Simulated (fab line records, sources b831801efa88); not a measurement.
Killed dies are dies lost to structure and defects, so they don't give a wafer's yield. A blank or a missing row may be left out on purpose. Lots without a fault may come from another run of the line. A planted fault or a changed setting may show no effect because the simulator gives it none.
fab line records | flow sky130
record lots=14 wafers=42 last_day=50
route steps=708 shown VT_ADJUST_LVTN@117 VT_ADJUST_HVTR@142 LDD_LDN@297 SPACER@306
lots that met no fault: from a run of the same line without faults
start_h: hours from the record's first day to the start of the lot's first wafer shown | wait_h: hours since the lot's step before | " the same as in the row above | L1.1+2: a row that stands for several wafers | - no value, or no start given | * or withheld: withheld | < > ~ a bound
route shown NAME@n: a module of which the file shows steps, and the number in the route of the first | usual: mean/standard deviation of fault-free wafers | same: alike in all rows | chamber/n: place in a boat | sites: the reading at each site | _std_site: their standard deviation | _edge_site: outer sites' mean less inner sites' | radius_mm: how far each site lies from the wafer's centre | mask NAME#n: copy n | behind: the tool/chamber that last shaped the wafer | hold: why the lot was held/for how many hours/how that ended | device: the transistor (n, p or np) that didn't switch | end of line: the same wafers' tests at the end of the route | a step without rows: its recipe alone | killed: dies lost to structure and defects at the first sort, not the wafer's yield | map: a wafer's dies, x killed, . not, _ none there
set.NAME: the setting as run; set.NAME@STEP: as run at that earlier step | model.NAME: the simulator's own value behind a step, which no gauge read
steps of the route over a sample of lots; a table a step, a row a wafer
services: from which hour (start_h, from the record's first day; less than 0 if before it) a tool's chamber was out of use, for how many hours, and why
## steps
# step SKY_VT_ADJUST_LVTN_STRIP_20
# recipe chemistry=O2/N2 power_w=1400 pressure_mtorr=1500 platen_temp_c=withheld o2_flow_sccm=3000 n2_flow_sccm=300 overash_fraction=0.5
# usual drypump_motor_current_A=5.8/0.6 oes_product_au=0.716/0.0043 strip_time_to_endpoint_s=14.16/0.034
# columns lot.wafer tool chamber start_h wait_h drypump_motor_current_A oes_product_au rf_hours_counter_h strip_time_to_endpoint_s
L898.2 plasma_asher-03 1 158.21 0.1 5.8 0.716 44 14.17
L898.3 " 1 " " 5.8 0.718 - 14.17
L898.5 " 0 " " 6.2 0.710 - 14.19
L899.1 plasma_asher-01 0 166.30 0.1 5.9 0.714 6 14.13
L899.4 " 1 " " 5.3 0.709 - 14.15
L899.5 " 1 " " 5.3 0.716 - 14.13
L900.1 plasma_asher-01 1 174.90 0.1 5.3 0.721 7 14.19
L900.4 " 0 " " 6.0 0.717 - 14.21
L900.6 " 1 " " 5.3 0.715 - 14.21
L901.3 plasma_asher-04 0 187.19 0.1 6.7 0.720 - 14.17
L901.4 " 1 " " 5.0 0.713 - 14.20
L901.5 " 0 " " 6.7 0.704 - 14.22
L902.2 plasma_asher-03 0 195.21 0.1 6.1 0.722 48 14.15
L902.5 " 1 " " 5.8 0.711 - 14.12
L902.6 " 0 " " 6.1 0.715 - 14.15
L905.2 plasma_asher-04 1 213.01 0.1 5.0 0.714 39 14.19
L905.3 " 1 " " 5.0 0.716 - 14.15
L905.5 " 0 " " 6.7 0.714 - 14.19
L908.1 plasma_asher-04 0 227.51 0.1 6.7 0.713 41 14.07
L908.2 " 1 " " 5.0 0.719 41 14.08
L908.4 " 0 " " 6.7 0.712 - 14.13
L909.2 plasma_asher-04 1 233.20 0.1 5.0 0.716 41 14.12
L909.3 " 1 " " 5.0 0.712 - 14.16
L909.5 " 1 " " 5.0 0.716 - 14.13
L911.2 plasma_asher-01 0 242.91 0.1 6.0 0.713 13 14.21
L911.4 " 1 " " 5.4 0.711 - 14.17
L911.5 " 0 " " 6.0 0.718 - 14.15
L914.3 plasma_asher-04 0 266.83 0.1 6.7 0.715 - 14.22
L914.4 " 1 " " 5.0 0.714 - 14.19
L914.6 " 1 " " 5.0 0.723 - 14.20
L918.2 plasma_asher-04 1 296.61 0.1 5.0 0.715 48 14.14
L918.5 " 1 " " 5.0 0.722 - 14.18
L918.6 " 0 " " 6.7 0.713 - 14.14
L919.2 plasma_asher-03 0 304.20 0.1 6.2 0.708 59 14.19
L919.4 " 0 " " 6.2 0.717 - 14.17
L919.6 " 1 " " 5.8 0.716 - 14.14
L920.3 plasma_asher-01 1 305.79 0.1 5.3 0.721 - 14.21
L920.5 " 1 " " 5.3 0.726 - 14.22
L920.6 " 0 " " 6.0 0.718 - 14.21
L921.1 plasma_asher-04 1 312.35 0.1 5.0 0.727 49 14.18
L921.3 " 1 " " 5.0 0.718 - 14.17
L921.5 " 0 " " 6.7 0.718 - 14.20
# step SKY_VT_ADJUST_HVTR_TW_MEAS_11
# usual VT_ADJUST_HVTR_TW=210.5/1.4
# columns lot.wafer tool chamber start_h wait_h VT_ADJUST_HVTR_TW
L898.2 film_metro-03 - 198.04 0.1 209.3
L898.3 " - " " 209.4
L898.5 " - " " 210.1
L899.1 film_metro-02 - 207.76 0.1 212.4
L899.4 " - " " 210.4
L899.5 " - " " 213.1
L900.1 film_metro-01 - 218.81 0.1 212.0
L900.4 " - " " 211.0
L900.6 " - " " 209.8
L901.3 film_metro-03 - 230.94 0.1 208.9
L901.4 " - " " 207.9
L901.5 " - " " 208.0
L902.2 film_metro-03 - 239.33 0.1 209.0
L902.5 " - " " 210.1
L902.6 " - " " 208.3
L905.2 film_metro-03 - 259.69 0.1 210.2
L905.3 " - " " 208.9
L905.5 " - " " 209.9
L908.1 film_metro-03 - 273.41 0.1 209.6
L908.2 " - " " 210.2
L908.4 " - " " 211.0
L909.2 film_metro-01 - 280.19 0.1 209.7
L909.3 " - " " 210.2
L909.5 " - " " 210.1
L911.2 film_metro-03 - 292.23 0.1 209.1
L911.4 " - " " 210.3
L911.5 " - " " 210.2
L914.3 film_metro-02 - 316.74 0.1 211.6
L914.4 " - " " 211.9
L914.6 " - " " 211.4
L918.2 film_metro-02 - 347.38 0.1 212.5
L918.5 " - " " 210.8
L918.6 " - " " 210.5
L919.2 film_metro-02 - 356.99 0.1 210.3
L919.4 " - " " 212.1
L919.6 " - " " 212.4
L920.3 film_metro-03 - 358.98 0.1 209.1
L920.5 " - " " 208.8
L920.6 " - " " 208.5
L921.1 film_metro-03 - 365.74 0.1 208.6
L921.3 " - " " 211.1
L921.5 " - " " 211.3
# step SKY_LDD_LDN_IMPLANT_08
# recipe species=As energy_kev=15 dose_cm2=1.25e+13 tilt_deg=withheld rotation_deg=23
# usual beam_energy_keV=15.001/0.0042 beam_on_s=10.01/0.22
# columns lot.wafer tool chamber start_h wait_h beam_energy_keV beam_on_s
L898.2 implanter-01 0 517.23 0.0 15.006 10.28
L898.3 " 0 " " 15.007 10.01
L898.5 " 0 " " 15.001 10.15
L899.1 implanter-03 0 540.39 0.0 15.004 9.78
L899.4 " 0 " " 15.000 10.11
L899.5 " 0 " " 15.003 10.16
L900.1 implanter-01 0 568.54 0.0 15.001 10.20
L900.4 " 0 " " 14.999 9.88
L900.6 " 0 " " 15.001 10.16
L902.2 implanter-03 0 579.12 0.0 15.000 9.87
L902.5 " 0 " " 14.996 9.89
L902.6 " 0 " " 14.999 9.94
L901.3 implanter-01 0 580.94 0.1 15.001 10.10
L901.4 " 0 " " 14.998 9.83
L901.5 " 0 " " 14.995 10.21
L905.2 implanter-01 0 598.28 0.0 14.999 9.72
L905.3 " 0 " " 15.002 10.23
L905.5 " 0 " " 15.003 9.71
L908.1 implanter-01 0 607.80 0.0 15.003 10.02
L908.2 " 0 " " 14.997 10.09
L908.4 " 0 " " 14.999 10.41
L909.2 implanter-02 0 629.78 0.0 14.991 10.19
L909.3 " 0 " " 14.998 10.42
L909.5 " 0 " " 14.991 10.11
L911.2 implanter-01 0 634.88 0.0 15.006 9.57
L911.4 " 0 " " 15.002 9.65
L911.5 " 0 " " 14.997 10.05
L914.3 implanter-03 0 643.20 0.1 15.004 9.88
L914.4 " 0 " " 15.004 9.79
L914.6 " 0 " " 15.001 10.03
L918.2 implanter-01 - 694.76 0.0 - -
L918.5 " - " " - -
L918.6 " - " " - -
L920.3 implanter-02 0 697.19 0.1 14.995 9.87
L920.5 " 0 " " 15.002 9.99
L920.6 " 0 " " 14.994 10.37
L919.2 implanter-01 - 697.43 0.0 - -
L919.4 " - " " - -
L919.6 " - " " - -
L921.1 implanter-02 0 700.15 0.0 14.997 9.88
L921.3 " 0 " " 15.002 10.29
L921.5 " 0 " " 15.001 10.04
# step SKY_LDD_LDN_TW_MEAS_13
# usual LDD_LDN_TW=1482/8.4
# columns lot.wafer tool chamber start_h wait_h hold LDD_LDN_TW
L898.2 film_metro-01 - 517.92 0.1 - 1460
L898.3 " - " " - 1473
L898.5 " - " " - 1479
L899.1 film_metro-04 - 541.09 0.1 - 1486
L899.4 " - " " - 1488
L899.5 " - " " - 1483
L900.1 film_metro-02 - 569.24 0.1 - 1472
L900.4 " - " " - 1464
L900.6 " - " " - 1466
L902.2 film_metro-02 - 579.82 0.1 - 1478
L902.5 " - " " - 1478
L902.6 " - " " - 1483
L901.3 film_metro-04 - 581.61 0.1 - 1482
L901.4 " - " " - 1484
L901.5 " - " " - 1485
L905.2 film_metro-02 - 598.97 0.1 - 1484
L905.3 " - " " - 1473
L905.5 " - " " - 1477
L908.1 film_metro-02 - 608.50 0.1 - 1477
L908.2 " - " " - 1488
L908.4 " - " " - 1476
L909.2 film_metro-04 - 630.47 0.1 - 1494
L909.3 " - " " - 1503
L909.5 " - " " - 1496
L911.2 film_metro-04 - 635.57 0.1 - 1499
L911.4 " - " " - 1492
L911.5 " - " " - 1489
L914.3 film_metro-04 - 643.87 0.1 - 1501
L914.4 " - " " - 1494
L914.6 " - " " - 1496
L918.2 film_metro-04 - 695.45 0.1 await_dispo/0.2h/release 1363
L918.5 " - " " await_dispo/0.2h/release 1356
L918.6 " - " " await_dispo/0.2h/release 1368
L918.2 film_metro-04 - 695.69 0.2 - 1371
L918.5 " - " " - 1357
L918.6 " - " " - 1357
L920.3 film_metro-02 - 697.86 0.1 - 1476
L920.5 " - " " - 1488
L920.6 " - " " - 1477
L919.2 film_metro-01 - 698.11 0.1 await_dispo/0.2h/release 1349
L919.4 " - " " await_dispo/0.2h/release 1350
L919.6 " - " " await_dispo/0.2h/release 1350
L919.2 film_metro-01 - 698.44 0.3 - 1349
L919.4 " - " " - 1353
L919.6 " - " " - 1341
L921.1 film_metro-01 - 700.85 0.1 - 1477
L921.3 " - " " - 1471
L921.5 " - " " - 1468
# step SKY_SPACER_ETCHBACK_02
# recipe chemistry=CH3F/O2 target=Si3N4 stop_on=SiO2 source_w=400 bias_w=80 pressure_mtorr=25 ch3f_flow_sccm=40 O2_flow_sccm=30 time_s=46.7 target_depth_a=450
# usual drypump_motor_current_A=5.6/0.46 oes_product_au=0.856/0.0058 throttle_valve_pct=10.563/0.0087
# same time_s=46.7
# columns lot.wafer tool chamber start_h wait_h drypump_motor_current_A oes_product_au rf_hours_counter_h throttle_valve_pct
L898.2 rie_diel-04 0 521.64 0.0 5.5 0.860 2 10.560
L898.3 " 1 " " 5.3 0.869 4 10.572
L898.5 " 1 " " 5.3 0.863 - 10.552
L899.1 rie_diel-02 3 542.46 0.1 5.1 0.846 22 10.558
L899.4 " 0 " " 5.1 0.856 8 10.572
L899.5 " 0 " " 5.1 0.852 - 10.572
L900.1 rie_diel-04 0 570.61 0.1 5.5 0.870 3 10.565
L900.4 " 3 " " 5.5 0.853 0 10.562
L900.6 " 3 " " 5.5 0.855 - 10.556
L902.2 rie_diel-04 3 581.18 0.0 5.5 0.859 0 10.565
L902.5 " 3 " " 5.5 0.863 - 10.563
L902.6 " 2 " " 6.2 0.856 - 10.561
L901.3 rie_diel-02 2 583.88 0.0 5.7 0.843 3 10.563
L901.4 " 3 " " 5.2 0.848 23 10.560
L901.5 " 2 " " 5.7 0.846 - 10.564
L905.2 rie_diel-02 0 600.78 0.0 5.1 0.861 9 10.560
L905.3 " 3 " " 5.1 0.861 23 10.557
L905.5 " 0 " " 5.1 0.856 - 10.564
L908.1 rie_diel-01 0 610.47 0.1 6.5 0.865 30 10.554
L908.2 " 1 " " 6.0 0.849 50 10.564
L908.4 " 3 " " 5.1 0.853 21 10.570
L909.2 rie_diel-04 0 632.19 0.0 5.5 0.848 5 10.558
L909.3 " 1 " " 5.3 0.849 7 10.570
L909.5 " 0 " " 5.5 0.855 - 10.560
L911.2 rie_diel-02 2 637.54 0.0 5.7 0.857 3 10.581
L911.4 " 1 " " 5.3 0.858 2 10.561
L911.5 " 1 " " 5.3 0.863 - 10.550
L914.3 rie_diel-01 1 646.55 0.0 6.0 0.858 51 10.556
L914.4 " 3 " " 5.1 0.857 23 10.564
L914.6 " 0 " " 6.5 0.855 - 10.544
L920.3 rie_diel-04 3 701.11 0.0 5.5 0.860 3 10.548
L920.5 " 2 " " 6.2 0.847 - 10.569
L920.6 " 3 " " 5.5 0.860 - 10.562
L921.1 rie_diel-04 2 703.67 0.1 6.3 0.856 12 10.558
L921.3 " 3 " " 5.5 0.854 3 10.570
L921.5 " 0 " " 5.6 0.857 - 10.554
## services
# columns tool chamber start_h hours kind
plasma_asher-04 - 141.15 17.4 repair
implanter-01 - 226.56 8.4 repair
rie_diel-04 3 227.06 2.5 repair
rie_diel-04 3 254.00 8.8 repair
rie_diel-04 - 290.63 0.7 repair
rie_diel-04 0 292.69 3.0 repair
plasma_asher-04 - 351.18 33.7 pm
plasma_asher-04 - 384.89 2.8 pm
plasma_asher-04 - 399.54 3.2 repair
plasma_asher-04 - 418.83 3.3 repair
implanter-01 - 444.08 0.5 repair
plasma_asher-04 - 467.01 15.6 pm
implanter-01 - 474.02 2.5 repair
rie_diel-04 0 474.53 4.5 repair
implanter-01 - 477.75 2.3 repair
rie_diel-04 - 478.75 0.2 repair
implanter-01 - 505.11 3.8 pm
implanter-01 - 535.90 1.6 repair
plasma_asher-04 - 552.31 5.8 repair
implanter-01 - 574.95 3.2 pm
implanter-01 - 584.60 2.9 repair
implanter-01 - 622.55 1.5 repair
implanter-01 - 637.17 26.3 repair
implanter-01 - 681.42 13.0 repair
## key
first_sign step=SKY_LDD_LDN_IMPLANT_08 reading=tool_record direction=missing
effect step=SKY_LDD_LDN_TW_MEAS_13 reading=visit direction=added
effect step=SKY_LDD_LDN_TW_MEAS_13 reading=LDD_LDN_TW direction=down sigmas=15 usual=1482 struck=1356
met_at SKY_LDD_LDN_IMPLANT_08
struck_lots L918,L919
later_rows_left_out L918.2,L918.5,L918.6,L919.2,L919.4,L919.6
sort_left_out L918.2,L918.5,L918.6,L919.2,L919.4,L919.6
tester_left_out L918,L919
not_acting_at SKY_VT_ADJUST_LVTN_STRIP_20,SKY_VT_ADJUST_HVTR_TW_MEAS_11,SKY_SPACER_ETCHBACK_02
onset_between 634.88 694.76
fault kind=skipped_step_whole tool=implanter-01 chamber=- onset_h=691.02 steps=SKY_LDD_LDN_IMPLANT_08 scope=struck_lots_only
# tester_left_out: of these lots the tester's yield and bins aren't shown, on N5 and GAA mostly nor the transistor test; their killed dies are dies lost to structure and defects alone, not to doping, threshold or leakage, so they don't give the yield
# sort_left_out: the simulated sort isn't trusted on such a fault, so these wafers' sort isn't shown, and their yield isn't known
# later_rows_left_out: the simulator's readings of these wafers behind a module that went badly wrong aren't trusted and aren't shown, but for the sort
